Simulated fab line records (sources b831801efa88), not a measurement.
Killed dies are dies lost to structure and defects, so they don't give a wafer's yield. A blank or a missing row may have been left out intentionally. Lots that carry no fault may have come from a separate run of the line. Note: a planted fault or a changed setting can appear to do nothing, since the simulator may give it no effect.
Which of the tools did it?    flow gf180mcu    Sampling: 14 lots, 42 wafers, 2 of 602 route steps

== WHAT THE GAUGES READ, wafer by wafer ==
GF_HV_LDD_CD_MEAS_46: target cd 400 nm.
lot   measured      on         cd nm (nm)
L567  day 12 17:20  cd sem-01  398.9 398.5 397.7
L568  day 13 03:37  cd sem-02  397.7 397.0 398.4
L569  day 13 09:14  cd sem-01  402.8 402.9 400.7
L570  day 13 15:38  cd sem-01  399.7 397.2 400.3
L571  day 14 02:23  cd sem-02  400.7 400.6 398.5
L572  day 14 12:01  cd sem-01  400.4 402.5 400.4
L573  day 14 20:23  cd sem-01  398.5 399.3 401.1
L574  day 14 23:56  cd sem-02  401.0 401.0 402.0
L576  day 15 17:32  cd sem-01  399.2 400.2 398.1
L578  day 16 09:38  cd sem-01  396.4 397.4 396.0
L579  day 16 15:44  cd sem-01  398.6 397.4 399.8
L580  day 16 23:13  cd sem-01  400.0 402.2 401.1
L584  day 18 11:05  cd sem-02  398.6 399.0 399.7
L585  day 18 18:08  cd sem-02  398.7 399.4 402.6

== TOOL THAT RAN EACH LOT (tool first, then ch and the chambers of the sampled wafers, then the start) ==
lot   GF_VT_IMPLANT_RTA_45
L567  rtp anneal-02 ch 0, day 7 20:06
L568  rtp anneal-01 ch 0, day 8 02:52
L569  rtp anneal-02 ch 0, day 8 11:07
L570  rtp anneal-01 ch 0, day 8 16:03
L571  rtp anneal-01 ch 0, day 8 23:34
L572  rtp anneal-02 ch 0, day 9 06:36
L573  rtp anneal-02 ch 0, day 9 14:37
L574  rtp anneal-01 ch 0, day 9 17:26
L576  rtp anneal-02 ch 0, day 10 09:39
L578  rtp anneal-02 ch 0, day 10 23:05
L579  rtp anneal-01 ch 0, day 11 05:26
L580  rtp anneal-02 ch 0, day 11 09:33
L584  rtp anneal-02 ch 0, day 12 15:44
L585  rtp anneal-02 ch 0, day 12 21:20
- GF_VT_IMPLANT_RTA_45: time 30 s.

== WHAT THE TOOLS THEMSELVES READ (means of the sampled wafers that have a number; where no wafer has one, the mark that the record gives instead) ==
GF_VT_IMPLANT_RTA_45.
lot   tool           lamp power pct (%)  wafer_temp_C_max
L567  rtp anneal-02  29.3                1055.5
L568  rtp anneal-01  31.7                1052.9
L569  rtp anneal-02  29.3                1056.3
L570  rtp anneal-01  31.6                1052.6
L571  rtp anneal-01  31.6                1052.3
L572  rtp anneal-02  29.3                1055.6
L573  rtp anneal-02  29.3                1055.0
L574  rtp anneal-01  31.6                1052.9
L576  rtp anneal-02  29.3                1055.6
L578  rtp anneal-02  29.3                1055.4
L579  rtp anneal-01  31.6                1052.6
L580  rtp anneal-02  29.3                1055.2
L584  rtp anneal-02  22.8                961.4
L585  rtp anneal-02  22.8                962.6

== THE ANSWER, worked out from the rows above alone ==
Rule: the usual values come from the lots themselves. Put in order of their means at a reading, lots are off if they are a third of the lots or fewer, leave a main group of 4 or more, and stand apart from it by a gap of 3 or more times the standard deviation of the main group's means; of several such gaps the widest counts. The tables above print the reading to a certain number of digits; a main group whose means all agree to those digits is not used. Also off: a lot with no number at a reading for which 4 or more lots have one. Where the step has rows for the other lots, those lots are counted as sound. Order of review: gauges by route order, followed by the tools' own readings, for which a lot's mean as printed above is used. At the first step where some lot is off, the reading lying furthest off is the one used; lots without a number count as furthest.
Off at GF_VT_IMPLANT_RTA_45 (wafer_temp_C_max): L584, L585. Mean 1054.3 and standard deviation 1.4 in the main group.
A tool fits if, at that step or a process step before it, it ran every lot that is off, and no sound lot after the first of them. One candidate fits, namely rtp anneal-02 at GF_VT_IMPLANT_RTA_45. A fault onset in the window from L580 (day 11 09:33, its last sound lot) to L584 (day 12 15:44, its first lot off) fits.
The tool's own readings at GF_VT_IMPLANT_RTA_45 bear it out: on the lots that are off they differ by more than 5 times the standard deviation of the sound lots' means. lamp power pct reads 22.8 % there against 30.3 % on the sound lots; wafer_temp_C_max reads 962.0 there against 1054.3 on the sound lots.

== WHAT THE SIMULATOR HAD INSERTED ==
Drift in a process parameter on rtp anneal-02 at GF_VT_IMPLANT_RTA_45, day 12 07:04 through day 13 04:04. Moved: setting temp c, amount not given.
Struck lots among those shown: L584, L585. Same finding as the rule above.
